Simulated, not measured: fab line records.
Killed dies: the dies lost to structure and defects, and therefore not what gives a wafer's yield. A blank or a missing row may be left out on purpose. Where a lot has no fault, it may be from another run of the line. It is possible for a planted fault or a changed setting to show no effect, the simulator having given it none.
A struck lot beside a sound one -- flow gf180mcu -- 37 out of 602 route steps
Sound: these wafers, L408.1, L408.4, L408.5. Wafers L419.1, L419.2, L419.6 were the ones struck. At the end, the cause is stated.
For every step that has rows: the tool of each side, followed by ch and its chambers, followed by its first start. Under that, the readings that differ: sound wafers -- struck wafers -- difference of the means -- sigmas: that difference in standard deviations of wafers without a fault.
alike: a reading whose means differ by less than 2 such deviations, as well as words and numbers matching on both sides. not compared: withheld readings; readings where some wafer has no value; bounds like >300 that might hide an equal value; numbers whose values overlap and for which the record gives no deviation.
Wherever a step has rows on one side only, a row that says differs or no value, or a row with sigmas, the two part there. When numbers do not overlap yet have no deviation, they are printed without sigmas and do not part them. A reading missing from all wafers of one side parts the sides only when that side holds two or more wafers.

first, 1 step without rows for these wafers: GF_M5_DEVELOP_06 (develop time 60 s).
GF_M5_CD_MEAS_07: the cd target is 280 nm.
  sound on cd_sem-01 at day 27 05:15; struck on cd_sem-01 at day 30 05:30
  alike: cd_nm
GF_M5_OVL_MEAS_08:
  sound on overlay-01 at day 27 05:22; struck on overlay-02 at day 30 05:37
reading,sound,struck,difference,sigmas
M5_OVL (nm),8 2 14,-4 -10 -6,-15,-2
then, 1 step without rows for these wafers: GF_M5_ETCH_09 (etches Si3N4 in CF4/O2, target depth 52 nm, time 11.6 s).
GF_M5_METAL_ETCH_10: etches the open film in Cl2/BCl3, stops on SiO2, target depth 627.5 nm, time 100.5 s.
  sound on rie_metal-04 ch 0, day 27 05:26; struck on rie_metal-04 ch 0,1, day 30 05:41
  alike: bias_w, drypump_motor_current_A, oes_product_au, throttle_valve_pct
  not compared: rf_hours_counter_h
then, 4 steps without rows for these wafers: GF_M5_STRIP_11 (strips in O2/N2); GF_M5_STRIP_12 (strips in post etch residue remover, time 1200 s); GF_M5_CLEAN_13 (cleans in DIW); GF_V5_CVD_00 (deposits SiO2, target thk 300 nm, time 50 s).
GF_V5_THK_MEAS_01:
  sound on film_metro-01 at day 27 06:14; struck on film_metro-04 at day 30 06:22
  alike: V5_CVD_00_THK
then, 1 step without rows for these wafers: GF_V5_CVD_02 (deposits SiO2 from TEOS, target thk 1450 nm, time 163.28 s).
GF_V5_THK_MEAS_03:
  sound on film_metro-04 at day 27 06:24; struck on film_metro-02 at day 30 06:32
  alike: V5_CVD_02_THK
GF_V5_CMP_04: polishes SiO2.
  sound on cmp-02 ch 0,2, day 27 06:28; struck on cmp-02 ch 0,1, day 30 06:36
reading,sound,struck,difference,sigmas
model.SiO2_of_V5_CVD_02.thk_nm (nm),855.4 854.9 856.3,1062 1056 1078,+210,
  alike: head_pressure_psi, motor_current_A, slurry_filter_dp_kPa
GF_V5_BOW_MEAS_05:
  sound on film_metro-01 at day 27 06:46; struck on film_metro-02 at day 30 06:54
  alike: V5_BOW
then, 8 steps without rows for these wafers: GF_V5_DEHYDRATE_06 (time 60 s); GF_V5_HMDS_07 (prime time 60 s); GF_V5_COAT_08; GF_V5_COAT_09 (resist thk 1000 nm); GF_V5_SOFTBAKE_10 (time 62.06 s); GF_V5_EXPOSE_11 (exposes mask Via5, target cd 260 nm); GF_V5_PEB_12 (peb time 90 s); GF_V5_DEVELOP_13 (develop time 60 s).
GF_V5_CD_MEAS_14: the cd target is 260 nm.
  sound on cd_sem-01 at day 28 02:37; struck on cd_sem-01 at day 31 00:36
reading,sound,struck,difference,sigmas
cd_nm (nm),260.6 259.3 259.4,263.5 263.1 263.0,+3.4,+3
GF_V5_OVL_MEAS_15:
  sound on overlay-02 at day 28 02:44; struck on overlay-02 at day 31 00:43
  alike: V5_OVL
GF_V5_ETCH_16: etches BARC in N2/H2.
  sound on rie_diel-03 ch 0,1, day 28 02:46; struck on rie_diel-01 ch 0,1,3, day 31 00:45
reading,sound,struck,difference,sigmas
h2_flow_sccm (sccm),202.0 201.0 199.7,199.8 199.7 198.6,-1.5,-3
  alike: bias_w, drypump_motor_current_A, n2_flow_sccm, oes_product_au, throttle_valve_pct
GF_V5_ETCH_17: etches SiO2 in C4F8/O2/Ar, stops on TiN, target depth 855 nm.
  sound on rie_diel-03 ch 0,1; struck on rie_diel-01 ch 0,1,3
reading,sound,struck,difference,sigmas
oes_product_au (a.u.),0.863 0.864 0.855,0.977 0.980 0.982,+0.119,+25
model.V5.feature_depth_nm (nm),855.4 854.9 856.3,1062 1056 1078,+210,
model.etch.depth_nm (nm),855.4 854.9 856.3,1062 1056 1078,+210,
  alike: bias_w
GF_V5_STRIP_18: strips in O2/N2.
  sound on plasma_asher-02 ch 0, day 28 02:55; struck on plasma_asher-04 ch 0,1, day 31 00:55
  alike: drypump_motor_current_A, heater_power_w, n2_flow_sccm, oes_product_au
  not compared: rf_hours_counter_h
then, 2 steps without rows for these wafers: GF_V5_STRIP_19 (strips in post etch residue remover, time 1200 s); GF_V5_CLEAN_20 (cleans in DIW).
GF_V5_SPUTTER_21: material Ti, target thk 15 nm, time 80.02 s.
  sound on pvd_sputter-03 at day 28 03:27; struck on pvd_sputter-03 at day 31 01:27
  alike: throttle_valve_pct
GF_V5_SPUTTER_22: material TiN, target thk 10 nm, time 40 s.
  sound on pvd_sputter-03 at day 28 03:31; struck on pvd_sputter-03 at day 31 01:31
  alike: throttle_valve_pct
then, 1 step without rows for these wafers: GF_V5_CVD_23 (deposits W, target thk 350 nm, time 104.9 s).
GF_V5_RS_MEAS_24: measures by four-point-probe.
  sound on film_metro-01 at day 28 03:40; struck on film_metro-04 at day 31 01:40
  alike: V5_W_RS
GF_V5_THK_MEAS_25: measures by xrf.
  sound on film_metro-01 at day 28 03:47; struck on film_metro-04 at day 31 01:47
  alike: V5_W_THK
GF_V5_CMP_26: polishes, stops on SiO2, t overpolish 15 s, target thk 0 nm.
  sound on cmp-02 ch 0,1,3, day 28 03:51; struck on cmp-02 ch 0,3, day 31 01:50
reading,sound,struck,difference,sigmas
model.SiO2_of_V5_CVD_02.thk_nm (nm),851.6 851.1 852.5,1058 1053 1074,+210,
  alike: head_pressure_psi, motor_current_A, slurry_filter_dp_kPa
then, 1 step without rows for these wafers: GF_TOP_METAL_SPUTTER_00 (material Ti, target thk 37.5 nm, time 150 s).
GF_PASSIVATION_PROBE_99:
  sound on prober-01 at day 29 21:38; struck on prober-01 at day 32 15:32
reading,sound,struck,difference,sigmas
model.etest.via5_chain.rc_ohm,7.266 7.296 6.924,7.793 8.01 9.133,+1.150,

WHERE THEY PART
First at GF_M5_OVL_MEAS_08; last, within this record, at GF_V5_ETCH_17. Later steps at which nothing parts them and some readings are alike: GF_V5_STRIP_18, GF_V5_SPUTTER_21, GF_V5_SPUTTER_22, GF_V5_RS_MEAS_24, GF_V5_THK_MEAS_25, GF_V5_CMP_26.

WHY: what had been put in by the simulator
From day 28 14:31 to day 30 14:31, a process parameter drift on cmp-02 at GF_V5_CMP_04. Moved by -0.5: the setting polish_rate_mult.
